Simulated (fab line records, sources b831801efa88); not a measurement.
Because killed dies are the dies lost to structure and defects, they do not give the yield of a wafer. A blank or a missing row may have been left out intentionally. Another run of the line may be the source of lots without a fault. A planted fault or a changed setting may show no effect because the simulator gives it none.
fab line records	flow gf180mcu
record lots=6	wafers=16	lastDay=34
route steps=602 shown SAB@277 SALICIDE@278 CONTACT@287 M1@315 PASSIVATION@602
lots untouched by any fault: they come from a run of this same line in which no faults occurred
startH: the number of hours between the record's first day and the start of the first shown wafer of the lot	waitH: hours elapsed since this lot's preceding step	" repeats the value in the row above	L1.1+2: a single row standing in for several wafers	- no value present, or no start provided	* or withheld: withheld	< > ~ a bound
route shown NAME@n: NAME is a module with steps in the file, n the number in the route of the first one	usual: mean/standard deviation taken from wafers without a fault	same: alike in all rows	chamber/n: place in a boat	sites: readings site by site	_std_site: their standard deviation	_edge_site: inner sites' mean taken away from outer sites' mean	radiusMm: how far each site lies from the wafer's centre	mask NAME#n: copy n	behind: the most recent tool/chamber to have shaped the wafer	hold: why the lot was held/for how many hours/how that ended	device: the n, p or np transistor that did not switch	end of line: the route-end tests of the same wafers	a step given without rows: its recipe and nothing more	killed: dies that structure and defects cost at the first sort, which is not the same as the wafer's yield	map: shows each die of a wafer: x if killed, . if not, _ if none is there
set.NAME: the run value of the setting; set.NAME@STEP: its run value at that earlier step	model.NAME: the simulator's own value behind a step, which no gauge read
a table for each step, a row for each wafer; lots at some steps of the route
services: from which hour (startH, from the record's first day; less than 0 if before it) a tool's chamber was out of use, for how many hours, and why
## steps
# step GF_SAB_STRIP_13
# recipe chemistry=O2/N2	powerW=1400	pressureMtorr=1500	platenTempC=250	o2FlowSccm=3000	n2FlowSccm=300	overashFraction=0.5
# step GF_SALICIDE_CLEAN_00
# recipe chemistry=SC1/SC2	mix=1:4:20	tempC=70	timeS=150
# step GF_SALICIDE_WET_ETCH_01
# recipe chemistry=dHF	targetDepthNm=5	dry=ipaMarangoni	target=SiO2	tempC=25	dilution=100:1	timeS=100
# step GF_SALICIDE_SPUTTER_02
# recipe material=Co	targetThkNm=10	powerW=1000	timeS=20	chamberPressurePa=0.4
# usual chamberPressurePa=0.4000/0.00087	throttleValvePct=29.9/0.72
lot.wafer	tool	chamber	startH	waitH	chamberPressurePa	throttleValvePct
L939.2	pvdSputter-02	-	415.65	0.0	0.3993	30.6
L939.6	"	-	"	"	0.3999	29.3
L941.5	pvdSputter-04	-	441.34	0.0	0.4009	30.3
L941.6	"	-	"	"	0.3997	30.2
L943.1	pvdSputter-04	-	448.94	0.0	0.3988	29.9
L943.3	"	-	"	"	0.4008	30.2
L943.6	"	-	"	"	0.3999	29.9
L946.1	pvdSputter-02	-	478.74	0.0	0.4002	29.7
L946.3	"	-	"	"	0.4005	28.9
L946.4	"	-	"	"	0.4002	28.6
L950.1	pvdSputter-04	-	507.14	0.0	0.4003	29.9
L950.3	"	-	"	"	0.3978	30.2
L950.4	"	-	"	"	0.4002	30.0
L951.1	pvdSputter-04	-	517.74	0.0	0.3988	29.9
L951.3	"	-	"	"	0.4004	29.9
L951.6	"	-	"	"	0.4016	30.4
# step GF_SALICIDE_SPUTTER_03
# recipe material=TiN	targetThkNm=20	powerW=6500	timeS=16.7	chamberPressurePa=0.4
# step GF_SALICIDE_RS_MEAS_04
# recipe thkMeasGauge=four-point-probe	reads=TiN_of_SALICIDE_SPUTTER_03+Co_of_SALICIDE_SPUTTER_02
# usual SALICIDE_TIN_RS=16.35/0.29
lot.wafer	tool	chamber	startH	waitH	SALICIDE_TIN_RS[ohm/sq]
L939.2	filmMetro-01	-	415.73	0.0	16.80
L939.6	"	-	"	"	16.62
L941.5	filmMetro-03	-	441.50	0.1	16.08
L941.6	"	-	"	"	15.83
L943.1	filmMetro-02	-	449.00	0.0	16.50
L943.3	"	-	"	"	16.58
L943.6	"	-	"	"	16.53
L946.1	filmMetro-01	-	478.80	0.0	16.35
L946.3	"	-	"	"	16.13
L946.4	"	-	"	"	16.46
L950.1	filmMetro-03	-	507.19	0.0	16.40
L950.3	"	-	"	"	15.86
L950.4	"	-	"	"	15.86
L951.1	filmMetro-02	-	517.79	0.0	16.19
L951.3	"	-	"	"	16.42
L951.6	"	-	"	"	16.00
# step GF_SALICIDE_THK_MEAS_05
# recipe thkMeasGauge=xrf	reads=TiN_of_SALICIDE_SPUTTER_03
# usual SALICIDE_TIN_THK=20.07/0.25
lot.wafer	tool	chamber	startH	waitH	SALICIDE_TIN_THK[nm]
L939.2	filmMetro-01	-	415.84	0.1	20.00
L939.6	"	-	"	"	19.96
L941.5	filmMetro-03	-	441.58	0.1	19.83
L941.6	"	-	"	"	20.24
L943.1	filmMetro-02	-	449.12	0.1	20.34
L943.3	"	-	"	"	20.14
L943.6	"	-	"	"	20.23
L946.1	filmMetro-01	-	478.92	0.1	20.36
L946.3	"	-	"	"	20.18
L946.4	"	-	"	"	20.48
L950.1	filmMetro-03	-	507.31	0.1	19.84
L950.3	"	-	"	"	19.85
L950.4	"	-	"	"	19.86
L951.1	filmMetro-02	-	517.91	0.1	19.79
L951.3	"	-	"	"	19.81
L951.6	"	-	"	"	20.14
# step GF_SALICIDE_RTA_06
# recipe tempC=530	timeS=30	ambient=N2
# step GF_SALICIDE_WET_ETCH_07
# recipe chemistry=SPM	targetDepthNm=120	dry=n2Spin
# step GF_SALICIDE_RTA_08
# recipe tempC=800	timeS=30	ambient=N2
# usual lampPowerPct=15.1/0.96	wafer_temp_C_max=804.9/1.1
lot.wafer	tool	chamber	startH	waitH	lampPowerPct	wafer_temp_C_max
L939.2	rtpAnneal-01	0	416.10	0.0	14.0	806.4
L939.6	"	0	"	"	14.1	805.2
L941.5	rtpAnneal-02	0	441.87	0.1	16.0	804.7
L941.6	"	0	"	"	16.0	805.1
L943.1	rtpAnneal-01	0	449.38	0.0	14.0	803.8
L943.3	"	0	"	"	14.0	806.6
L943.6	"	0	"	"	14.1	803.7
L946.1	rtpAnneal-01	0	479.17	0.0	14.1	805.0
L946.3	"	0	"	"	14.0	806.6
L946.4	"	0	"	"	14.0	804.9
L950.1	rtpAnneal-01	0	507.57	0.0	14.1	807.9
L950.3	"	0	"	"	14.0	807.4
L950.4	"	0	"	"	14.0	805.7
L951.1	rtpAnneal-02	0	518.17	0.0	16.0	803.9
L951.3	"	0	"	"	16.0	804.3
L951.6	"	0	"	"	16.0	803.5
# step GF_CONTACT_CVD_00
# recipe material=SiO2	targetThkNm=300	sigmaOpenFrac=0.3	tempC=400	timeS=50	sih4FlowSccm=60	pressureMtorr=6
# step GF_CONTACT_THK_MEAS_01
# recipe reads=SiO2_of_CONTACT_CVD_00
# usual CONTACT_CVD_00_THK=302/3.2
lot.wafer	tool	chamber	startH	waitH	CONTACT_CVD_00_THK[nm]
L939.2	filmMetro-04	-	416.24	0.0	302
L939.6	"	-	"	"	302
L941.5	filmMetro-01	-	442.01	0.0	299
L941.6	"	-	"	"	297
L943.1	filmMetro-04	-	449.52	0.0	302
L943.3	"	-	"	"	305
L943.6	"	-	"	"	304
L946.1	filmMetro-01	-	479.31	0.0	301
L946.3	"	-	"	"	297
L946.4	"	-	"	"	305
L950.1	filmMetro-03	-	507.72	0.0	296
L950.3	"	-	"	"	295
L950.4	"	-	"	"	300
L951.1	filmMetro-04	-	518.31	0.0	304
L951.3	"	-	"	"	301
L951.6	"	-	"	"	305
# step GF_CONTACT_CVD_02
# recipe material=SiO2	targetThkNm=860	precursor=TEOS	tempC=400	timeS=95.992	rfW=600
# usual heaterPowerW=670/77
lot.wafer	tool	chamber	startH	waitH	heaterPowerW	model.SiO2_of_CONTACT_CVD_02.thkNm
L939.2	pecvd-03	1	416.29	0.0	691	859.5
L939.6	"	1	"	"	519	254.9
L941.5	pecvd-03	1	442.06	0.0	636	255.6
L941.6	"	0	"	"	580	260.5
L943.1	pecvd-01	2	449.58	0.1	693	848.6
L943.3	"	1	"	"	659	871.3
L943.6	"	0	"	"	735	868.5
L946.1	pecvd-01	2	479.37	0.1	653	846.6
L946.3	"	1	"	"	681	862.6
L946.4	"	1	"	"	714	875.6
L950.1	pecvd-04	2	507.78	0.1	691	850.3
L950.3	"	1	"	"	555	849.3
L950.4	"	0	"	"	620	871.6
L951.1	pecvd-03	2	518.37	0.1	783	858.7
L951.3	"	0	"	"	591	862
L951.6	"	1	"	"	549	876.1
# step GF_CONTACT_THK_MEAS_03
# recipe reads=SiO2_of_CONTACT_CVD_02
# usual CONTACT_CVD_02_THK=863/11
lot.wafer	tool	chamber	startH	waitH	CONTACT_CVD_02_THK[nm]
L939.2	filmMetro-01	-	416.37	0.0	859
L939.6	"	-	"	"	255
L941.5	filmMetro-01	-	442.14	0.0	256
L941.6	"	-	"	"	260
L943.1	filmMetro-03	-	449.65	0.0	849
L943.3	"	-	"	"	872
L943.6	"	-	"	"	869
L946.1	filmMetro-01	-	479.44	0.0	848
L946.3	"	-	"	"	863
L946.4	"	-	"	"	876
L950.1	filmMetro-01	-	507.85	0.0	850
L950.3	"	-	"	"	849
L950.4	"	-	"	"	871
L951.1	filmMetro-01	-	518.44	0.0	859
L951.3	"	-	"	"	861
L951.6	"	-	"	"	876
# step GF_CONTACT_CMP_04
# recipe material=SiO2	downForcePsi=4	platenRpm=60	padVelocityMS=0.94248
# usual motorCurrentA=11.6/0.81	retainingRingPressureFrac=1.001/0.0048	timeToEndpointS=112/7.3
lot.wafer	tool	chamber	startH	waitH	motorCurrentA	retainingRingPressureFrac	timeToEndpointS
L939.2	cmp-01	1	416.42	0.0	11.1	0.989	112
L939.6	"	1	"	"	10.2	1.004	39
L941.6	cmp-02	3	442.36	0.2	10.4	1.004	36
L941.5	"	0	"	"	11.0	0.994	36
L943.1	cmp-02	3	449.76	0.1	10.4	1.005	109
L943.3	"	0	"	"	10.9	0.998	114
L943.6	"	2	"	"	11.6	0.995	114
L946.1	cmp-01	3	479.50	0.1	11.7	1.001	103
L946.3	"	0	"	"	13.1	1.003	105
L946.4	"	2	"	"	12.2	0.999	108
L950.3	cmp-01	1	507.91	0.0	10.4	1.001	110
L950.1	"	3	"	"	11.5	1.004	105
L950.4	"	0	"	"	13.2	1.004	113
L951.3	cmp-02	1	518.50	0.0	11.3	1.000	116
L951.1	"	3	"	"	10.2	0.996	105
L951.6	"	1	"	"	11.3	0.995	121
# step GF_CONTACT_BOW_MEAS_05
# recipe mode=bow
# usual CONTACT_BOW=66/6.5
lot.wafer	tool	chamber	startH	waitH	CONTACT_BOW[um]
L939.2	filmMetro-04	-	416.76	0.3	62
L939.6	"	-	"	"	48
L941.5	filmMetro-03	-	442.54	0.1	55
L941.6	"	-	"	"	68
L943.1	filmMetro-04	-	450.01	0.2	65
L943.3	"	-	"	"	72
L943.6	"	-	"	"	74
L946.1	filmMetro-03	-	479.80	0.2	66
L946.3	"	-	"	"	62
L946.4	"	-	"	"	55
L950.1	filmMetro-04	-	508.21	0.1	57
L950.3	"	-	"	"	61
L950.4	"	-	"	"	51
L951.1	filmMetro-04	-	518.80	0.1	54
L951.3	"	-	"	"	61
L951.6	"	-	"	"	62
# step GF_CONTACT_DEHYDRATE_06
# recipe tempC=200	timeS=60
# step GF_CONTACT_HMDS_07
# recipe primeTimeS=60	primeTempC=120
# step GF_CONTACT_COAT_08
# recipe resist=BARC	tempC=withheld	timeS=withheld	spinRpm=withheld	resistThkNm=withheld
# step GF_CONTACT_COAT_09
# recipe resist=KrF	spinRpm=withheld	resistThkNm=1000
# step GF_CONTACT_SOFTBAKE_10
# recipe tempC=130	timeS=60	resist=KrF
# step GF_CONTACT_EXPOSE_11
# recipe maskId=Contact	targetCdNm=220	na=0.68	sourceShape=conventional	sigmaOuter=0.6	doseMj=38
# step GF_CONTACT_PEB_12
# recipe pebTempC=135	pebTimeS=90	resist=KrF
# step GF_CONTACT_DEVELOP_13
# recipe developTimeS=60	resist=KrF	devTempC=21
# step GF_CONTACT_CD_MEAS_14
# recipe targetCdNm=220
# usual cdNm=220.4/1.7
lot.wafer	tool	chamber	startH	waitH	cdNm
L939.2	cdSem-01	-	441.47	0.1	221.9
L939.6	"	-	"	"	220.8
L941.5	cdSem-01	-	467.07	0.1	220.5
L941.6	"	-	"	"	220.9
L943.1	cdSem-01	-	474.26	0.1	220.5
L943.3	"	-	"	"	221.0
L943.6	"	-	"	"	220.4
L946.1	cdSem-02	-	504.34	0.1	218.9
L946.3	"	-	"	"	219.6
L946.4	"	-	"	"	219.3
L950.1	cdSem-02	-	530.81	0.1	224.3
L950.3	"	-	"	"	223.7
L950.4	"	-	"	"	224.2
L951.1	cdSem-02	-	541.46	0.1	221.9
L951.3	"	-	"	"	222.7
L951.6	"	-	"	"	223.9
# step GF_CONTACT_OVL_MEAS_15
# usual CONTACT_OVL=2/5.1
lot.wafer	tool	chamber	startH	waitH	CONTACT_OVL[nm]
L939.2	overlay-01	-	441.57	0.1	-3
L939.6	"	-	"	"	5
L941.5	overlay-01	-	467.13	0.0	7
L941.6	"	-	"	"	13
L943.1	overlay-02	-	474.38	0.1	0
L943.3	"	-	"	"	1
L943.6	"	-	"	"	6
L946.1	overlay-02	-	504.46	0.1	8
L946.3	"	-	"	"	9
L946.4	"	-	"	"	6
L950.1	overlay-02	-	530.93	0.1	9
L950.3	"	-	"	"	2
L950.4	"	-	"	"	7
L951.1	overlay-02	-	541.58	0.1	-1
L951.3	"	-	"	"	-2
L951.6	"	-	"	"	-3
# step GF_CONTACT_ETCH_16
# recipe chemistry=N2/H2	targetDepthA=withheld	overetchA=withheld	timeS=withheld	target=BARC	ionEnergyEv=200	sourceW=500	biasW=100	pressureMtorr=30	n2FlowSccm=100	h2FlowSccm=200
# step GF_CONTACT_ETCH_17
# recipe chemistry=C4F8/O2/Ar	maskMaterial=KrF	target=SiO2	stopOn=CoSi2	sourceW=1500	biasW=1200	pressureMtorr=40	c4f8FlowSccm=withheld	O2_flow_sccm=6	Ar_flow_sccm=300	timeS=withheld	targetDepthA=8600
# usual biasW=1200/3.2	oesProductAu=0.816/0.0047
lot.wafer	tool	chamber	startH	waitH	biasW	oesProductAu	model.etch.depthNm	model.CONTACT.featureDepthNm
L939.2	rieDiel-01	3	-	-	1198	0.813	861.8	861.8
L939.6	"	1	"	"	1208	0.660	556.2	556.2
L941.5	rieDiel-03	1	-	-	1201	0.654	554.1	554.1
L941.6	"	0	"	"	1200	0.661	556.9	556.9
L943.1	rieDiel-03	2	-	-	1196	0.815	862.7	862.7
L943.3	"	1	"	"	1195	0.814	863.7	863.7
L943.6	"	2	"	"	1198	0.808	864.7	864.7
L946.1	rieDiel-04	0	-	-	1208	0.813	860.3	860.3
L946.3	"	1	"	"	1194	0.817	854.5	854.5
L946.4	"	3	"	"	1202	0.817	862.9	862.9
L950.1	rieDiel-03	3	-	-	1198	0.815	856.3	856.3
L950.3	"	1	"	"	1197	0.815	856.4	856.4
L950.4	"	0	"	"	1200	0.812	859.8	859.8
L951.1	rieDiel-01	3	-	-	1204	0.812	865.7	865.7
L951.3	"	0	"	"	1197	0.810	861.5	861.5
L951.6	"	1	"	"	1196	0.814	865.7	865.7
# step GF_CONTACT_STRIP_18
# recipe chemistry=O2/N2	powerW=1400	pressureMtorr=1500	platenTempC=250	o2FlowSccm=3000	n2FlowSccm=300	overashFraction=0.5
# step GF_CONTACT_CLEAN_19
# recipe chemistry=SPM
# step GF_CONTACT_CLEAN_20
# recipe chemistry=DIW
# step GF_CONTACT_CLEAN_21
# recipe chemistry=dHF	timeS=20	dilution=100:1	dry=ipaMarangoni
# step GF_CONTACT_SPUTTER_22
# recipe material=Ti	targetThkNm=15	chamberPressurePa=5	powerW=2500	substrateTempC=200	timeS=80.02
# usual chamberPressurePa=5.000/0.0096	throttleValvePct=30.4/1.3
lot.wafer	tool	chamber	startH	waitH	chamberPressurePa	throttleValvePct
L939.2	pvdSputter-03	-	442.07	0.0	5.000	31.2
L939.6	"	-	"	"	5.019	30.3
L941.5	pvdSputter-02	-	467.63	0.0	4.992	28.4
L941.6	"	-	"	"	5.013	30.8
L943.1	pvdSputter-03	-	474.88	0.0	4.991	31.1
L943.3	"	-	"	"	5.006	30.4
L943.6	"	-	"	"	5.007	29.8
L946.1	pvdSputter-01	-	504.97	0.0	4.985	30.1
L946.3	"	-	"	"	5.000	33.2
L946.4	"	-	"	"	4.995	30.6
L950.1	pvdSputter-03	-	531.43	0.0	5.001	29.9
L950.3	"	-	"	"	5.009	31.2
L950.4	"	-	"	"	4.990	29.0
L951.1	pvdSputter-01	-	542.18	0.0	4.985	30.1
L951.3	"	-	"	"	4.988	30.5
L951.6	"	-	"	"	4.993	30.4
# step GF_CONTACT_SPUTTER_23
# recipe material=TiN	targetThkNm=10	chamberPressurePa=5	powerW=4000	timeS=40
# step GF_CONTACT_CVD_24
# recipe material=W	targetThkNm=300	timeS=90.339	tempC=400	pressureTorr=40
# usual heaterPowerW=876/150
lot.wafer	tool	chamber	startH	waitH	heaterPowerW
L939.2	cvdW-01	1	442.17	0.0	770
L939.6	"	0	"	"	676
L941.5	cvdW-02	0	467.77	0.1	825
L941.6	"	1	"	"	1066
L943.1	cvdW-02	0	474.98	0.0	811
L943.3	"	0	"	"	837
L943.6	"	0	"	"	831
L946.1	cvdW-01	0	505.07	0.0	652
L946.3	"	0	"	"	670
L946.4	"	1	"	"	758
L950.1	cvdW-02	0	531.53	0.0	823
L950.3	"	0	"	"	850
L950.4	"	1	"	"	1090
L951.1	cvdW-01	1	542.28	0.0	762
L951.3	"	1	"	"	761
L951.6	"	1	"	"	743
# step GF_CONTACT_RS_MEAS_25
# recipe thkMeasGauge=four-point-probe	reads=W_of_CONTACT_CVD_24+TiN_of_CONTACT_SPUTTER_23+Ti_of_CONTACT_SPUTTER_22
# usual CONTACT_W_RS=0.380/0.0055
lot.wafer	tool	chamber	startH	waitH	CONTACT_W_RS[ohm/sq]
L939.2	filmMetro-04	-	442.29	0.1	0.380
L939.6	"	-	"	"	0.375
L941.5	filmMetro-01	-	467.88	0.1	0.391
L941.6	"	-	"	"	0.379
L943.1	filmMetro-01	-	475.08	0.1	0.382
L943.3	"	-	"	"	0.382
L943.6	"	-	"	"	0.384
L946.1	filmMetro-04	-	505.17	0.1	0.378
L946.3	"	-	"	"	0.375
L946.4	"	-	"	"	0.381
L950.1	filmMetro-01	-	531.63	0.1	0.388
L950.3	"	-	"	"	0.387
L950.4	"	-	"	"	0.376
L951.1	filmMetro-04	-	542.38	0.1	0.379
L951.3	"	-	"	"	0.380
L951.6	"	-	"	"	0.383
# step GF_CONTACT_THK_MEAS_26
# recipe thkMeasGauge=xrf	reads=W_of_CONTACT_CVD_24
# usual CONTACT_W_THK=298/5
lot.wafer	tool	chamber	startH	waitH	CONTACT_W_THK[nm]
L939.2	filmMetro-04	-	442.40	0.1	296
L939.6	"	-	"	"	299
L941.5	filmMetro-01	-	467.96	0.1	289
L941.6	"	-	"	"	299
L943.1	filmMetro-01	-	475.20	0.1	296
L943.3	"	-	"	"	294
L943.6	"	-	"	"	294
L946.1	filmMetro-04	-	505.29	0.1	294
L946.3	"	-	"	"	297
L946.4	"	-	"	"	293
L950.1	filmMetro-01	-	531.75	0.1	291
L950.3	"	-	"	"	293
L950.4	"	-	"	"	298
L951.1	filmMetro-04	-	542.50	0.1	294
L951.3	"	-	"	"	292
L951.6	"	-	"	"	293
# step GF_CONTACT_CMP_27
# recipe stopOn=SiO2	downForcePsi=3.5	platenRpm=60	tOverpolishS=15	targetThkNm=0	padVelocityMS=0.94248
# usual motorCurrentA=10.6/0.75	overpolishRunS=14.999/0.0099	retainingRingPressureFrac=1.000/0.0047	timeToEndpointS=75/3.9
lot.wafer	tool	chamber	startH	waitH	motorCurrentA	overpolishRunS	retainingRingPressureFrac	timeToEndpointS	model.SiO2_of_CONTACT_CVD_02.thkNm
L939.2	cmp-01	2	442.45	0.0	11.1	15.009	1.010	67	552.9
L939.6	"	2	"	"	10.5	15.002	1.001	68	248.1
L941.5	cmp-01	1	468.18	0.2	9.5	15.001	1.002	69	248.9
L941.6	"	2	"	"	10.9	15.001	0.993	69	253.8
L943.1	cmp-01	1	475.26	0.1	9.5	15.002	1.009	74	553.8
L943.3	"	3	"	"	10.8	14.996	1.002	73	552.8
L943.6	"	1	"	"	9.7	14.983	1.006	75	553.7
L946.1	cmp-02	2	505.35	0.1	10.2	15.000	1.004	79	552.5
L946.4	"	3	"	"	9.6	15.004	0.999	77	551.1
L946.3	"	1	"	"	10.2	14.996	1.005	82	550.2
L950.1	cmp-01	3	531.81	0.1	10.6	14.990	0.999	69	553.6
L950.3	"	0	"	"	12.5	15.004	0.999	68	554.3
L950.4	"	1	"	"	9.8	15.012	1.003	76	553.7
L951.1	cmp-02	3	542.61	0.1	10.0	15.000	0.999	77	554.8
L951.3	"	0	"	"	10.0	14.983	0.995	73	554.1
L951.6	"	3	"	"	9.6	14.974	1.001	76	554.1
# step GF_M1_SPUTTER_00
# recipe material=Ti	targetThkNm=37.5	arrivingIonEnergyEv=80	substrateTempC=200	chamberPressurePa=2	powerW=4000	timeS=150
# usual chamberPressurePa=2.000/0.0039	throttleValvePct=30.5/1.2
lot.wafer	tool	chamber	startH	waitH	chamberPressurePa	throttleValvePct
L939.2	pvdSputter-04	-	442.75	0.2	2.006	30.0
L939.6	"	-	"	"	1.992	29.7
L941.5	pvdSputter-03	-	468.33	0.1	2.000	30.3
L941.6	"	-	"	"	1.998	29.7
L943.1	pvdSputter-01	-	475.56	0.2	1.998	30.1
L943.3	"	-	"	"	1.997	33.1
L943.6	"	-	"	"	1.997	30.2
L946.1	pvdSputter-04	-	505.65	0.2	2.000	30.0
L946.3	"	-	"	"	2.001	29.4
L946.4	"	-	"	"	1.997	30.0
L950.1	pvdSputter-04	-	532.11	0.2	1.996	29.7
L950.3	"	-	"	"	1.998	29.9
L950.4	"	-	"	"	1.999	30.0
L951.1	pvdSputter-03	-	542.86	0.2	1.992	30.1
L951.3	"	-	"	"	2.002	29.0
L951.6	"	-	"	"	2.001	31.4
# step GF_PASSIVATION_PROBE_99
lot.wafer	tool	chamber	startH	waitH	model.etest.contactPoly.rcOhm	model.etest.contactNplus.rcOhm	model.etest.contactPplus.rcOhm
L939.2	prober-01	-	738.13	0.1	5.754	5.097	5.105
L939.6	prober-01	-	738.33	0.2	4.623	4.112	4.068
L941.5	prober-01	-	755.51	0.2	4.675	4.201	4.215
L941.6	prober-01	-	755.56	0.2	4.951	4.14	4.119
L943.1	prober-01	-	762.21	0.1	6.186	5.243	5.47
L943.3	prober-01	-	762.31	0.2	5.928	5.209	5.291
L943.6	prober-01	-	762.46	0.2	6.042	5.159	5.342
L946.1	prober-02	-	783.24	0.1	5.635	5.07	5.181
L946.3	prober-02	-	783.34	0.2	5.982	5.06	5.235
L946.4	prober-02	-	783.39	0.2	6.107	5.281	5.278
L950.1	prober-02	-	801.31	0.1	5.428	5.008	4.909
L950.3	prober-02	-	801.41	0.2	5.752	5.059	5.099
L950.4	prober-02	-	801.46	0.2	5.763	5.218	5.187
L951.1	prober-01	-	806.96	0.1	5.888	5.28	4.983
L951.3	prober-01	-	807.06	0.2	5.757	5.264	5.289
L951.6	prober-01	-	807.21	0.2	5.813	5.231	5.288
# killed by level:class
L943.1 CONTACT:geometricParticle:short=4 STI:geometricParticle:open=3 M2:geometricParticle:open=3 V2:geometricParticle:open=3 M3:geometricParticle:short=3 V3:geometricParticle:short=3 V3:geometricParticle:open=3 V4:geometricParticle:open=3
L943.3 V4:geometricParticle:open=7 V2:geometricParticle:open=6 CONTACT:geometricParticle:open=5 V1:geometricParticle:open=4 M4:geometricParticle:short=3 V5:geometricParticle:short=3 STI:geometricParticle:short=2 STI:geometricParticle:open=2
L943.6 V4:geometricParticle:open=8 V1:geometricParticle:open=6 CONTACT:geometricParticle:open=4 V2:geometricParticle:open=4 V3:geometricParticle:open=4 V5:geometricParticle:short=3 STI:geometricParticle:open=2 POLY_GATE:geometricParticle:short=2
L946.1 CONTACT:geometricParticle:open=8 V4:geometricParticle:open=5 V5:geometricParticle:open=5 STI:geometricParticle:open=3 M1:geometricParticle:short=3 V4:geometricParticle:short=3 V3:geometricParticle:short=2 STI:geometricParticle:short=2
L946.3 V2:geometricParticle:open=5 V1:geometricParticle:open=5 CONTACT:geometricParticle:open=4 M2:geometricParticle:short=4 CONTACT:geometricParticle:short=3 V5:geometricParticle:open=3 V3:geometricParticle:open=3 STI:geometricParticle:short=2
L946.4 V3:geometricParticle:open=6 CONTACT:geometricParticle:open=4 STI:geometricParticle:short=3 V3:geometricParticle:short=3 V5:geometricParticle:open=3 POLY_GATE:geometricParticle:short=2 V1:geometricParticle:open=2 M2:geometricParticle:short=2
L950.1 V4:geometricParticle:open=7 V1:geometricParticle:open=6 V3:geometricParticle:open=5 CONTACT:geometricParticle:open=4 V5:geometricParticle:open=4 POLY_GATE:geometricParticle:open=3 V1:geometricParticle:short=3 V5:geometricParticle:short=3
L950.3 V3:geometricParticle:open=8 V1:geometricParticle:open=5 V5:geometricParticle:open=5 V2:geometricParticle:open=4 V4:geometricParticle:open=4 CONTACT:geometricParticle:open=3 V1:geometricParticle:short=3 M5:geometricParticle:short=3
L950.4 V5:geometricParticle:short=6 CONTACT:geometricParticle:open=5 V1:geometricParticle:open=3 V4:geometricParticle:short=3 V4:geometricParticle:open=3 V5:geometricParticle:open=3 STI:geometricParticle:open=2 CONTACT:geometricParticle:short=2
L951.1 V1:geometricParticle:open=5 V2:geometricParticle:open=5 POLY_GATE:geometricParticle:open=4 CONTACT:geometricParticle:short=4 CONTACT:geometricParticle:open=4 V3:geometricParticle:open=3 M1:geometricParticle:short=3 M3:geometricParticle:short=3
L951.3 V1:geometricParticle:open=6 V1:geometricParticle:short=5 V2:geometricParticle:open=4 V3:geometricParticle:open=4 CONTACT:geometricParticle:open=3 V5:geometricParticle:open=3 HV_LDD:geometricParticle:short=2 CONTACT:geometricParticle:short=2
L951.6 V5:geometricParticle:open=6 V4:geometricParticle:open=6 M2:geometricParticle:short=3 V2:geometricParticle:open=3 STI:geometricParticle:short=2 CONTACT:geometricParticle:short=2 V1:geometricParticle:open=2 V2:geometricParticle:short=2
## services
tool	chamber	startH	hours	kind
pvdSputter-02	-	400.46	2.4	repair
cmp-01	-	404.22	4.0	pm
pvdSputter-04	-	405.55	16.4	repair
cvdW-01	-	409.26	6.0	pm
pecvd-03	-	418.96	0.5	repair
rieDiel-03	1	420.00	4.9	repair
cmp-02	-	420.25	2.7	repair
cmp-01	-	448.24	4.1	pm
cvdW-02	-	448.40	6.9	pm
pvdSputter-03	-	459.16	3.8	repair
cmp-01	-	463.14	1.3	repair
cmp-02	-	464.34	3.3	repair
cmp-02	-	473.06	5.7	repair
rieDiel-03	-	473.59	0.3	repair
pecvd-03	-	475.68	5.5	pm
cvdW-02	0	476.76	13.7	repair
rieDiel-03	1	481.66	2.3	repair
rieDiel-03	0	484.98	7.0	repair
pvdSputter-02	-	490.01	0.5	repair
pvdSputter-03	-	495.60	1.7	repair
rieDiel-03	3	496.84	4.2	repair
rieDiel-03	1	510.66	10.4	repair
cmp-02	-	515.43	0.6	repair
pecvd-03	-	536.07	1.3	repair
## key
firstSign step=GF_CONTACT_THK_MEAS_03	reading=CONTACT_CVD_02_THK	direction=down	sigmas=57	usual=863	struck=257
effect step=GF_CONTACT_CMP_04	reading=timeToEndpointS	direction=down	sigmas=10	usual=*	struck=*
effect step=GF_CONTACT_ETCH_17	reading=oesProductAu	direction=down	sigmas=33	usual=0.816	struck=0.658
modelEffect step=GF_CONTACT_CVD_02	value=SiO2_of_CONTACT_CVD_02.thkNm	without=866.7	struck=257
modelEffect step=GF_CONTACT_ETCH_17	value=etch.depthNm	without=860.5	struck=555.7
modelEffect step=GF_CONTACT_CMP_27	value=SiO2_of_CONTACT_CVD_02.thkNm	without=555.1	struck=250.3
modelEffect step=GF_PASSIVATION_PROBE_99	value=etest.contactPoly.rcOhm	without=5.782	struck=4.75
metAt GF_CONTACT_CVD_02
struckWafers L939.6,L941.5,L941.6
sortLeftOut L939.6,L941.5,L941.6
testerLeftOut L939,L941
fault kind=processParameterDrift	tool=pecvd-03	chamber=-	onsetH=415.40	steps=GF_CONTACT_CVD_02	channel=targetThkNm	offset=-605.11	shape=step	endH=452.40	scope=struckWafersOnly	actsIn=theseRecipesOnly	stated=860
# testerLeftOut: of these lots the tester's yield and bins aren't shown, on N5 and GAA mostly nor the transistor test; their killed dies are dies lost to structure and defects alone, not to doping, threshold or leakage, so they don't give the yield
# sortLeftOut: the simulated sort isn't trusted on such a fault, so these wafers' sort isn't shown, and their yield isn't known
